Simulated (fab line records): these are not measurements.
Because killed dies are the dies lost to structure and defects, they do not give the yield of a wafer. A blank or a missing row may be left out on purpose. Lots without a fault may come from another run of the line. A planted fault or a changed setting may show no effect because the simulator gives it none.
fab line records / flow sky130
record: lots: 11 wafers: 33 last_day: 51
route steps=708 shown CONTACT@406 METAL1@436
lots with no fault: from the same line, run without faults
start_h: start of the lot's first displayed wafer, in hours after the record's first day / wait_h: how many hours have passed since the lot's step before this one / " same as the row above / L1.1+2: one row covering several wafers at once / - no value, or no start was given / * or withheld: withheld / < > ~ a bound
route shown NAME@n: NAME is a module with steps in the file, n the number in the route of the first one / usual: the fault-free wafers' mean and standard deviation / same: alike in all rows / chamber/n: place in a boat / sites: per-site readings / _std_site: the standard deviation of these / _edge_site: mean of outer sites minus mean of inner sites / radius_mm: for every site, how far away it sits from the centre of the wafer / mask NAME#n: copy n / behind: tool/chamber where the wafer was last shaped / hold: what put the lot on hold/how long, in hours/how the hold closed / device: whichever transistor did not switch (one of n, p or np) / end of line: the route-end tests of the same wafers / a step without rows: its recipe alone / killed: dies lost to structure and defects at the first sort, not the wafer's yield / map: dies across one wafer; x = killed, . = not, _ = none there
set.NAME: setting as actually run; set.NAME@STEP: the setting as run at that earlier step / model.NAME: the simulator's own value behind a step, which no gauge read
route steps across a sampled set of lots; one table per step, one row per wafer
services: from which hour (start_h, from the record's first day; less than 0 if before it) a tool's chamber was out of use, for how many hours, and why
== steps ==
step: SKY_CONTACT_CVD_00
recipe: material: Si3N4 target_thk_nm: 75 temp_c: 400 time_s: withheld rf_w: 450
usual: heater_power_w: 721/120 susceptor_temp_C: 400.00/0.23
lot.wafer=L982.2 tool=pecvd-04 chamber=0 start_h=697.99 wait_h=0.0 heater_power_w=601 susceptor_temp_C=400.09
lot.wafer=L982.3 tool=pecvd-04 chamber=1 start_h=697.99 wait_h=0.0 heater_power_w=761 susceptor_temp_C=400.14
lot.wafer=L982.6 tool=pecvd-04 chamber=2 start_h=697.99 wait_h=0.0 heater_power_w=775 susceptor_temp_C=400.06
lot.wafer=L983.4 tool=pecvd-04 chamber=1 start_h=716.96 wait_h=0.0 heater_power_w=774 susceptor_temp_C=399.98
lot.wafer=L983.5 tool=pecvd-04 chamber=2 start_h=716.96 wait_h=0.0 heater_power_w=694 susceptor_temp_C=399.79
lot.wafer=L983.6 tool=pecvd-04 chamber=0 start_h=716.96 wait_h=0.0 heater_power_w=635 susceptor_temp_C=399.99
lot.wafer=L985.4 tool=pecvd-03 chamber=0 start_h=733.22 wait_h=0.0 heater_power_w=685 susceptor_temp_C=400.27
lot.wafer=L985.5 tool=pecvd-03 chamber=2 start_h=733.22 wait_h=0.0 heater_power_w=684 susceptor_temp_C=400.13
lot.wafer=L985.6 tool=pecvd-03 chamber=1 start_h=733.22 wait_h=0.0 heater_power_w=643 susceptor_temp_C=399.87
lot.wafer=L987.4 tool=pecvd-03 chamber=0 start_h=765.01 wait_h=0.0 heater_power_w=587 susceptor_temp_C=399.52
lot.wafer=L987.5 tool=pecvd-03 chamber=1 start_h=765.01 wait_h=0.0 heater_power_w=621 susceptor_temp_C=399.99
lot.wafer=L987.6 tool=pecvd-03 chamber=2 start_h=765.01 wait_h=0.0 heater_power_w=727 susceptor_temp_C=400.02
lot.wafer=L992.1 tool=pecvd-03 chamber=0 start_h=793.69 wait_h=0.0 heater_power_w=680 susceptor_temp_C=400.39
lot.wafer=L992.3 tool=pecvd-03 chamber=1 start_h=793.69 wait_h=0.0 heater_power_w=646 susceptor_temp_C=399.52
lot.wafer=L992.5 tool=pecvd-03 chamber=1 start_h=793.69 wait_h=0.0 heater_power_w=626 susceptor_temp_C=400.02
lot.wafer=L994.1 tool=pecvd-02 chamber=1 start_h=801.76 wait_h=0.0 heater_power_w=734 susceptor_temp_C=400.30
lot.wafer=L994.3 tool=pecvd-02 chamber=0 start_h=801.76 wait_h=0.0 heater_power_w=948 susceptor_temp_C=399.90
lot.wafer=L994.6 tool=pecvd-02 chamber=1 start_h=801.76 wait_h=0.0 heater_power_w=730 susceptor_temp_C=400.12
lot.wafer=L993.1 tool=pecvd-03 chamber=1 start_h=805.94 wait_h=0.0 heater_power_w=628 susceptor_temp_C=399.90
lot.wafer=L993.2 tool=pecvd-03 chamber=0 start_h=805.94 wait_h=0.0 heater_power_w=684 susceptor_temp_C=399.83
lot.wafer=L993.4 tool=pecvd-03 chamber=1 start_h=805.94 wait_h=0.0 heater_power_w=623 susceptor_temp_C=399.98
lot.wafer=L997.2 tool=pecvd-02 chamber=0 start_h=835.13 wait_h=0.0 heater_power_w=1010 susceptor_temp_C=399.94
lot.wafer=L997.5 tool=pecvd-02 chamber=0 start_h=835.13 wait_h=0.0 heater_power_w=978 susceptor_temp_C=400.21
lot.wafer=L997.6 tool=pecvd-02 chamber=1 start_h=835.13 wait_h=0.0 heater_power_w=712 susceptor_temp_C=400.31
lot.wafer=L103.1 tool=pecvd-04 chamber=2 start_h=868.38 wait_h=0.0 heater_power_w=704 susceptor_temp_C=400.13
lot.wafer=L103.5 tool=pecvd-04 chamber=2 start_h=868.38 wait_h=0.0 heater_power_w=692 susceptor_temp_C=400.00
lot.wafer=L103.6 tool=pecvd-04 chamber=0 start_h=868.38 wait_h=0.0 heater_power_w=581 susceptor_temp_C=400.02
lot.wafer=L105.1 tool=pecvd-04 chamber=0 start_h=895.85 wait_h=0.0 heater_power_w=550 susceptor_temp_C=400.80
lot.wafer=L105.4 tool=pecvd-04 chamber=0 start_h=895.85 wait_h=0.0 heater_power_w=558 susceptor_temp_C=399.90
lot.wafer=L105.5 tool=pecvd-04 chamber=1 start_h=895.85 wait_h=0.0 heater_power_w=795 susceptor_temp_C=399.38
lot.wafer=L104.1 tool=pecvd-02 chamber=0 start_h=923.99 wait_h=0.0 heater_power_w=1028 susceptor_temp_C=400.03
lot.wafer=L104.2 tool=pecvd-02 chamber=2 start_h=923.99 wait_h=0.0 heater_power_w=803 susceptor_temp_C=399.92
lot.wafer=L104.6 tool=pecvd-02 chamber=1 start_h=923.99 wait_h=0.0 heater_power_w=726 susceptor_temp_C=400.23
step: SKY_CONTACT_STRIP_19
recipe: chemistry: O2/N2 power_w: 1400 pressure_mtorr: 1500 platen_temp_c: withheld o2_flow_sccm: 3000 n2_flow_sccm: 300 overash_fraction: 0.5
usual: drypump_motor_current_A: 5.8/0.44 oes_product_au: 0.381/0.0044 strip_time_to_endpoint_s: 3.621/0.026
same: overash_fraction: 0.5
lot.wafer=L982.2 tool=plasma_asher-02 chamber=1 start_h=727.07 wait_h=- drypump_motor_current_A=6.2 oes_product_au=0.382 rf_hours_counter_h=91 strip_time_to_endpoint_s=3.613
lot.wafer=L982.3 tool=plasma_asher-02 chamber=0 start_h=727.07 wait_h=- drypump_motor_current_A=6.1 oes_product_au=0.376 rf_hours_counter_h=- strip_time_to_endpoint_s=3.611
lot.wafer=L982.6 tool=plasma_asher-02 chamber=1 start_h=727.07 wait_h=- drypump_motor_current_A=6.3 oes_product_au=0.378 rf_hours_counter_h=- strip_time_to_endpoint_s=3.651
lot.wafer=L983.4 tool=plasma_asher-04 chamber=0 start_h=745.40 wait_h=- drypump_motor_current_A=5.1 oes_product_au=0.378 rf_hours_counter_h=- strip_time_to_endpoint_s=3.637
lot.wafer=L983.5 tool=plasma_asher-04 chamber=0 start_h=745.40 wait_h=- drypump_motor_current_A=5.1 oes_product_au=0.388 rf_hours_counter_h=- strip_time_to_endpoint_s=3.629
lot.wafer=L983.6 tool=plasma_asher-04 chamber=1 start_h=745.40 wait_h=- drypump_motor_current_A=5.6 oes_product_au=0.381 rf_hours_counter_h=- strip_time_to_endpoint_s=3.672
lot.wafer=L985.4 tool=plasma_asher-01 chamber=0 start_h=761.84 wait_h=- drypump_motor_current_A=6.3 oes_product_au=0.383 rf_hours_counter_h=- strip_time_to_endpoint_s=3.601
lot.wafer=L985.5 tool=plasma_asher-01 chamber=0 start_h=761.84 wait_h=- drypump_motor_current_A=6.3 oes_product_au=0.379 rf_hours_counter_h=- strip_time_to_endpoint_s=3.600
lot.wafer=L985.6 tool=plasma_asher-01 chamber=1 start_h=761.84 wait_h=- drypump_motor_current_A=5.6 oes_product_au=0.376 rf_hours_counter_h=- strip_time_to_endpoint_s=3.609
lot.wafer=L987.4 tool=plasma_asher-04 chamber=0 start_h=792.64 wait_h=- drypump_motor_current_A=5.1 oes_product_au=0.383 rf_hours_counter_h=- strip_time_to_endpoint_s=3.637
lot.wafer=L987.5 tool=plasma_asher-04 chamber=1 start_h=792.64 wait_h=- drypump_motor_current_A=5.6 oes_product_au=0.382 rf_hours_counter_h=- strip_time_to_endpoint_s=3.681
lot.wafer=L987.6 tool=plasma_asher-04 chamber=0 start_h=792.64 wait_h=- drypump_motor_current_A=5.1 oes_product_au=0.383 rf_hours_counter_h=- strip_time_to_endpoint_s=3.637
lot.wafer=L992.1 tool=plasma_asher-01 chamber=1 start_h=821.30 wait_h=- drypump_motor_current_A=5.6 oes_product_au=0.372 rf_hours_counter_h=39 strip_time_to_endpoint_s=3.591
lot.wafer=L992.3 tool=plasma_asher-01 chamber=0 start_h=821.30 wait_h=- drypump_motor_current_A=6.3 oes_product_au=0.383 rf_hours_counter_h=- strip_time_to_endpoint_s=3.627
lot.wafer=L992.5 tool=plasma_asher-01 chamber=1 start_h=821.30 wait_h=- drypump_motor_current_A=5.6 oes_product_au=0.382 rf_hours_counter_h=- strip_time_to_endpoint_s=3.619
lot.wafer=L994.1 tool=plasma_asher-01 chamber=1 start_h=829.72 wait_h=- drypump_motor_current_A=5.6 oes_product_au=0.386 rf_hours_counter_h=40 strip_time_to_endpoint_s=3.613
lot.wafer=L994.3 tool=plasma_asher-01 chamber=0 start_h=829.72 wait_h=- drypump_motor_current_A=6.3 oes_product_au=0.383 rf_hours_counter_h=- strip_time_to_endpoint_s=3.665
lot.wafer=L994.6 tool=plasma_asher-01 chamber=1 start_h=829.72 wait_h=- drypump_motor_current_A=5.6 oes_product_au=0.382 rf_hours_counter_h=- strip_time_to_endpoint_s=3.644
lot.wafer=L993.1 tool=plasma_asher-02 chamber=0 start_h=833.09 wait_h=- drypump_motor_current_A=6.1 oes_product_au=0.382 rf_hours_counter_h=103 strip_time_to_endpoint_s=3.642
lot.wafer=L993.2 tool=plasma_asher-02 chamber=1 start_h=833.09 wait_h=- drypump_motor_current_A=6.2 oes_product_au=0.385 rf_hours_counter_h=103 strip_time_to_endpoint_s=3.623
lot.wafer=L993.4 tool=plasma_asher-02 chamber=1 start_h=833.09 wait_h=- drypump_motor_current_A=6.2 oes_product_au=0.375 rf_hours_counter_h=- strip_time_to_endpoint_s=3.594
lot.wafer=L997.2 tool=plasma_asher-04 chamber=1 start_h=861.65 wait_h=- drypump_motor_current_A=5.6 oes_product_au=0.375 rf_hours_counter_h=73 strip_time_to_endpoint_s=3.636
lot.wafer=L997.5 tool=plasma_asher-04 chamber=0 start_h=861.65 wait_h=- drypump_motor_current_A=5.0 oes_product_au=0.389 rf_hours_counter_h=- strip_time_to_endpoint_s=3.618
lot.wafer=L997.6 tool=plasma_asher-04 chamber=1 start_h=861.65 wait_h=- drypump_motor_current_A=5.6 oes_product_au=0.380 rf_hours_counter_h=- strip_time_to_endpoint_s=3.620
lot.wafer=L103.1 tool=plasma_asher-04 chamber=0 start_h=895.52 wait_h=- drypump_motor_current_A=5.1 oes_product_au=0.374 rf_hours_counter_h=77 strip_time_to_endpoint_s=3.594
lot.wafer=L103.5 tool=plasma_asher-04 chamber=0 start_h=895.52 wait_h=- drypump_motor_current_A=5.1 oes_product_au=0.374 rf_hours_counter_h=- strip_time_to_endpoint_s=3.568
lot.wafer=L103.6 tool=plasma_asher-04 chamber=1 start_h=895.52 wait_h=- drypump_motor_current_A=5.6 oes_product_au=0.383 rf_hours_counter_h=- strip_time_to_endpoint_s=3.578
lot.wafer=L105.1 tool=plasma_asher-02 chamber=0 start_h=922.00 wait_h=- drypump_motor_current_A=6.1 oes_product_au=0.377 rf_hours_counter_h=111 strip_time_to_endpoint_s=3.603
lot.wafer=L105.4 tool=plasma_asher-02 chamber=0 start_h=922.00 wait_h=- drypump_motor_current_A=6.1 oes_product_au=0.384 rf_hours_counter_h=- strip_time_to_endpoint_s=3.613
lot.wafer=L105.5 tool=plasma_asher-02 chamber=1 start_h=922.00 wait_h=- drypump_motor_current_A=6.3 oes_product_au=0.378 rf_hours_counter_h=- strip_time_to_endpoint_s=3.588
lot.wafer=L104.1 tool=plasma_asher-04 chamber=0 start_h=949.75 wait_h=- drypump_motor_current_A=5.1 oes_product_au=0.387 rf_hours_counter_h=82 strip_time_to_endpoint_s=3.637
lot.wafer=L104.2 tool=plasma_asher-04 chamber=1 start_h=949.75 wait_h=- drypump_motor_current_A=5.6 oes_product_au=0.378 rf_hours_counter_h=82 strip_time_to_endpoint_s=3.612
lot.wafer=L104.6 tool=plasma_asher-04 chamber=0 start_h=949.75 wait_h=- drypump_motor_current_A=5.0 oes_product_au=0.379 rf_hours_counter_h=- strip_time_to_endpoint_s=3.634
step: SKY_METAL1_SPUTTER_02
recipe: material: AlCu target_thk_nm: 250 power_w: 10600 time_s: 13.3 chamber_pressure_pa: 0.4
usual: chamber_pressure_pa: 0.3999/0.00083 throttle_valve_pct: 30.7/1.1
lot.wafer=L982.2 tool=pvd_sputter-04 chamber=- start_h=728.71 wait_h=0.0 chamber_pressure_pa=0.4005 throttle_valve_pct=29.9
lot.wafer=L982.3 tool=pvd_sputter-04 chamber=- start_h=728.71 wait_h=0.0 chamber_pressure_pa=0.3994 throttle_valve_pct=30.2
lot.wafer=L982.6 tool=pvd_sputter-04 chamber=- start_h=728.71 wait_h=0.0 chamber_pressure_pa=0.3992 throttle_valve_pct=31.0
lot.wafer=L983.4 tool=pvd_sputter-03 chamber=- start_h=746.68 wait_h=0.0 chamber_pressure_pa=0.4003 throttle_valve_pct=29.9
lot.wafer=L983.5 tool=pvd_sputter-03 chamber=- start_h=746.68 wait_h=0.0 chamber_pressure_pa=0.4010 throttle_valve_pct=30.6
lot.wafer=L983.6 tool=pvd_sputter-03 chamber=- start_h=746.68 wait_h=0.0 chamber_pressure_pa=0.4010 throttle_valve_pct=29.6
lot.wafer=L985.4 tool=pvd_sputter-01 chamber=- start_h=763.09 wait_h=0.0 chamber_pressure_pa=0.3998 throttle_valve_pct=29.8
lot.wafer=L985.5 tool=pvd_sputter-01 chamber=- start_h=763.09 wait_h=0.0 chamber_pressure_pa=0.3990 throttle_valve_pct=30.5
lot.wafer=L985.6 tool=pvd_sputter-01 chamber=- start_h=763.09 wait_h=0.0 chamber_pressure_pa=0.3993 throttle_valve_pct=30.2
lot.wafer=L987.4 tool=pvd_sputter-01 chamber=- start_h=793.93 wait_h=0.0 chamber_pressure_pa=0.3988 throttle_valve_pct=30.2
lot.wafer=L987.5 tool=pvd_sputter-01 chamber=- start_h=793.93 wait_h=0.0 chamber_pressure_pa=0.3995 throttle_valve_pct=29.5
lot.wafer=L987.6 tool=pvd_sputter-01 chamber=- start_h=793.93 wait_h=0.0 chamber_pressure_pa=0.3988 throttle_valve_pct=30.0
lot.wafer=L992.1 tool=pvd_sputter-03 chamber=- start_h=822.59 wait_h=0.0 chamber_pressure_pa=0.3993 throttle_valve_pct=33.0
lot.wafer=L992.3 tool=pvd_sputter-03 chamber=- start_h=822.59 wait_h=0.0 chamber_pressure_pa=0.3996 throttle_valve_pct=29.7
lot.wafer=L992.5 tool=pvd_sputter-03 chamber=- start_h=822.59 wait_h=0.0 chamber_pressure_pa=0.4020 throttle_valve_pct=31.2
lot.wafer=L994.1 tool=pvd_sputter-01 chamber=- start_h=831.01 wait_h=0.0 chamber_pressure_pa=0.3989 throttle_valve_pct=30.0
lot.wafer=L994.3 tool=pvd_sputter-01 chamber=- start_h=831.01 wait_h=0.0 chamber_pressure_pa=0.4017 throttle_valve_pct=30.4
lot.wafer=L994.6 tool=pvd_sputter-01 chamber=- start_h=831.01 wait_h=0.0 chamber_pressure_pa=0.3999 throttle_valve_pct=30.2
lot.wafer=L993.1 tool=pvd_sputter-01 chamber=- start_h=834.38 wait_h=0.0 chamber_pressure_pa=0.4002 throttle_valve_pct=29.8
lot.wafer=L993.2 tool=pvd_sputter-01 chamber=- start_h=834.38 wait_h=0.0 chamber_pressure_pa=0.4000 throttle_valve_pct=30.0
lot.wafer=L993.4 tool=pvd_sputter-01 chamber=- start_h=834.38 wait_h=0.0 chamber_pressure_pa=0.4008 throttle_valve_pct=29.6
lot.wafer=L997.2 tool=pvd_sputter-03 chamber=- start_h=862.94 wait_h=0.0 chamber_pressure_pa=0.3999 throttle_valve_pct=30.8
lot.wafer=L997.5 tool=pvd_sputter-03 chamber=- start_h=862.94 wait_h=0.0 chamber_pressure_pa=0.3992 throttle_valve_pct=29.5
lot.wafer=L997.6 tool=pvd_sputter-03 chamber=- start_h=862.94 wait_h=0.0 chamber_pressure_pa=0.3999 throttle_valve_pct=31.2
lot.wafer=L103.1 tool=pvd_sputter-01 chamber=- start_h=896.81 wait_h=0.0 chamber_pressure_pa=0.3998 throttle_valve_pct=30.2
lot.wafer=L103.5 tool=pvd_sputter-01 chamber=- start_h=896.81 wait_h=0.0 chamber_pressure_pa=0.4000 throttle_valve_pct=29.2
lot.wafer=L103.6 tool=pvd_sputter-01 chamber=- start_h=896.81 wait_h=0.0 chamber_pressure_pa=0.3993 throttle_valve_pct=30.0
lot.wafer=L105.1 tool=pvd_sputter-01 chamber=- start_h=923.35 wait_h=0.0 chamber_pressure_pa=0.3998 throttle_valve_pct=29.5
lot.wafer=L105.4 tool=pvd_sputter-01 chamber=- start_h=923.35 wait_h=0.0 chamber_pressure_pa=0.3995 throttle_valve_pct=30.3
lot.wafer=L105.5 tool=pvd_sputter-01 chamber=- start_h=923.35 wait_h=0.0 chamber_pressure_pa=0.3995 throttle_valve_pct=30.3
lot.wafer=L104.1 tool=pvd_sputter-01 chamber=- start_h=951.05 wait_h=0.0 chamber_pressure_pa=0.4001 throttle_valve_pct=30.5
lot.wafer=L104.2 tool=pvd_sputter-01 chamber=- start_h=951.05 wait_h=0.0 chamber_pressure_pa=0.3994 throttle_valve_pct=29.3
lot.wafer=L104.6 tool=pvd_sputter-01 chamber=- start_h=951.05 wait_h=0.0 chamber_pressure_pa=0.3990 throttle_valve_pct=30.2
step: SKY_METAL1_EXPOSE_12
recipe: mask_id: MM1 na: 0.8 source_shape: annular sigma_inner: 0.55 sigma_outer: 0.85 target_cd_nm: 140 dose_mj: 28
usual: exposure_dose_mJ_cm2: 27.85/0.032
lot.wafer=L982.2 tool=krf_scanner-01 chamber=0 start_h=742.73 wait_h=- mask=MM1#0 exposure_dose_mJ_cm2=27.82
lot.wafer=L982.3 tool=krf_scanner-01 chamber=0 start_h=742.73 wait_h=- mask=MM1#0 exposure_dose_mJ_cm2=27.85
lot.wafer=L982.6 tool=krf_scanner-01 chamber=0 start_h=742.73 wait_h=- mask=MM1#0 exposure_dose_mJ_cm2=27.85
lot.wafer=L983.4 tool=krf_scanner-01 chamber=0 start_h=761.57 wait_h=- mask=MM1#0 exposure_dose_mJ_cm2=27.86
lot.wafer=L983.5 tool=krf_scanner-01 chamber=0 start_h=761.57 wait_h=- mask=MM1#0 exposure_dose_mJ_cm2=27.85
lot.wafer=L983.6 tool=krf_scanner-01 chamber=0 start_h=761.57 wait_h=- mask=MM1#0 exposure_dose_mJ_cm2=27.86
lot.wafer=L985.4 tool=krf_scanner-01 chamber=0 start_h=776.17 wait_h=- mask=MM1#0 exposure_dose_mJ_cm2=27.84
lot.wafer=L985.5 tool=krf_scanner-01 chamber=0 start_h=776.17 wait_h=- mask=MM1#0 exposure_dose_mJ_cm2=27.84
lot.wafer=L985.6 tool=krf_scanner-01 chamber=0 start_h=776.17 wait_h=- mask=MM1#0 exposure_dose_mJ_cm2=27.89
lot.wafer=L987.4 tool=krf_scanner-02 chamber=0 start_h=807.39 wait_h=- mask=MM1#0 exposure_dose_mJ_cm2=27.79
lot.wafer=L987.5 tool=krf_scanner-02 chamber=0 start_h=807.39 wait_h=- mask=MM1#0 exposure_dose_mJ_cm2=27.83
lot.wafer=L987.6 tool=krf_scanner-02 chamber=0 start_h=807.39 wait_h=- mask=MM1#0 exposure_dose_mJ_cm2=27.81
lot.wafer=L992.1 tool=krf_scanner-02 chamber=0 start_h=835.79 wait_h=- mask=MM1#0 exposure_dose_mJ_cm2=27.85
lot.wafer=L992.3 tool=krf_scanner-02 chamber=0 start_h=835.79 wait_h=- mask=MM1#0 exposure_dose_mJ_cm2=27.84
lot.wafer=L992.5 tool=krf_scanner-02 chamber=0 start_h=835.79 wait_h=- mask=MM1#0 exposure_dose_mJ_cm2=27.84
lot.wafer=L994.1 tool=krf_scanner-01 chamber=0 start_h=844.49 wait_h=- mask=MM1#0 exposure_dose_mJ_cm2=27.85
lot.wafer=L994.3 tool=krf_scanner-01 chamber=0 start_h=844.49 wait_h=- mask=MM1#0 exposure_dose_mJ_cm2=27.83
lot.wafer=L994.6 tool=krf_scanner-01 chamber=0 start_h=844.49 wait_h=- mask=MM1#0 exposure_dose_mJ_cm2=27.84
lot.wafer=L993.1 tool=krf_scanner-02 chamber=0 start_h=847.66 wait_h=- mask=MM1#0 exposure_dose_mJ_cm2=27.82
lot.wafer=L993.2 tool=krf_scanner-02 chamber=0 start_h=847.66 wait_h=- mask=MM1#0 exposure_dose_mJ_cm2=27.81
lot.wafer=L993.4 tool=krf_scanner-02 chamber=0 start_h=847.66 wait_h=- mask=MM1#0 exposure_dose_mJ_cm2=27.82
lot.wafer=L997.2 tool=krf_scanner-02 chamber=0 start_h=876.68 wait_h=- mask=MM1#0 exposure_dose_mJ_cm2=27.66
lot.wafer=L997.5 tool=krf_scanner-02 chamber=0 start_h=876.68 wait_h=- mask=MM1#0 exposure_dose_mJ_cm2=27.69
lot.wafer=L997.6 tool=krf_scanner-02 chamber=0 start_h=876.68 wait_h=- mask=MM1#0 exposure_dose_mJ_cm2=27.67
lot.wafer=L103.1 tool=krf_scanner-01 chamber=0 start_h=909.99 wait_h=- mask=MM1#0 exposure_dose_mJ_cm2=27.85
lot.wafer=L103.5 tool=krf_scanner-01 chamber=0 start_h=909.99 wait_h=- mask=MM1#0 exposure_dose_mJ_cm2=27.87
lot.wafer=L103.6 tool=krf_scanner-01 chamber=0 start_h=909.99 wait_h=- mask=MM1#0 exposure_dose_mJ_cm2=27.89
lot.wafer=L105.1 tool=krf_scanner-01 chamber=0 start_h=935.32 wait_h=- mask=MM1#0 exposure_dose_mJ_cm2=27.89
lot.wafer=L105.4 tool=krf_scanner-01 chamber=0 start_h=935.32 wait_h=- mask=MM1#0 exposure_dose_mJ_cm2=27.86
lot.wafer=L105.5 tool=krf_scanner-01 chamber=0 start_h=935.32 wait_h=- mask=MM1#0 exposure_dose_mJ_cm2=27.89
lot.wafer=L104.1 tool=krf_scanner-01 chamber=0 start_h=962.88 wait_h=- mask=MM1#0 exposure_dose_mJ_cm2=27.88
lot.wafer=L104.2 tool=krf_scanner-01 chamber=0 start_h=962.88 wait_h=- mask=MM1#0 exposure_dose_mJ_cm2=27.86
lot.wafer=L104.6 tool=krf_scanner-01 chamber=0 start_h=962.88 wait_h=- mask=MM1#0 exposure_dose_mJ_cm2=27.87
== services ==
tool=krf_scanner-01 chamber=- start_h=690.75 hours=0.3 kind=repair
tool=krf_scanner-01 chamber=- start_h=704.53 hours=11.3 kind=repair
tool=pecvd-03 chamber=- start_h=715.96 hours=5.5 kind=pm
tool=plasma_asher-04 chamber=- start_h=733.73 hours=3.3 kind=repair
tool=krf_scanner-02 chamber=- start_h=734.45 hours=1.3 kind=pm
tool=krf_scanner-01 chamber=- start_h=744.55 hours=1.4 kind=repair
tool=krf_scanner-01 chamber=- start_h=746.76 hours=2.7 kind=repair
tool=krf_scanner-01 chamber=- start_h=767.23 hours=0.6 kind=repair
tool=krf_scanner-01 chamber=- start_h=771.19 hours=1.3 kind=pm
tool=krf_scanner-01 chamber=- start_h=773.74 hours=1.0 kind=pm
tool=krf_scanner-02 chamber=- start_h=783.26 hours=0.8 kind=pm
tool=pvd_sputter-01 chamber=- start_h=789.67 hours=2.1 kind=repair
tool=pecvd-04 chamber=- start_h=791.19 hours=4.3 kind=repair
tool=krf_scanner-02 chamber=- start_h=796.76 hours=0.5 kind=repair
tool=krf_scanner-01 chamber=- start_h=802.64 hours=0.8 kind=pm
tool=krf_scanner-02 chamber=- start_h=817.61 hours=1.0 kind=pm
tool=plasma_asher-04 chamber=- start_h=820.76 hours=11.2 kind=pm
tool=pvd_sputter-01 chamber=- start_h=837.56 hours=9.8 kind=repair
tool=krf_scanner-01 chamber=- start_h=854.13 hours=1.7 kind=repair
tool=pecvd-04 chamber=2 start_h=877.05 hours=4.3 kind=repair
tool=krf_scanner-02 chamber=- start_h=910.35 hours=1.3 kind=pm
tool=krf_scanner-01 chamber=- start_h=913.19 hours=4.4 kind=pm
tool=krf_scanner-01 chamber=- start_h=942.74 hours=1.0 kind=pm
tool=krf_scanner-01 chamber=- start_h=947.09 hours=1.3 kind=pm
== key ==
first_sign: step: SKY_METAL1_EXPOSE_12 reading: exposure_dose_mJ_cm2 direction: down sigmas: 5.4 usual: * struck: *
effect none on later readings
met_at SKY_METAL1_EXPOSE_12
struck_lots L997
loop_trim: step: SKY_METAL1_EXPOSE_12 setting: dose lots: L997
not_acting_at SKY_CONTACT_CVD_00,SKY_CONTACT_STRIP_19,SKY_METAL1_SPUTTER_02
onset_between 847.66 876.68
fault: kind: process_parameter_drift tool: krf_scanner-02 chamber: - onset_h: 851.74 steps: SKY_METAL1_EXPOSE_12 channel: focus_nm offset: 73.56 spread_by_wafer: 0.3 shape: step end_h: 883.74
loop_trim: a control loop set the setting to another value than it would have without faults
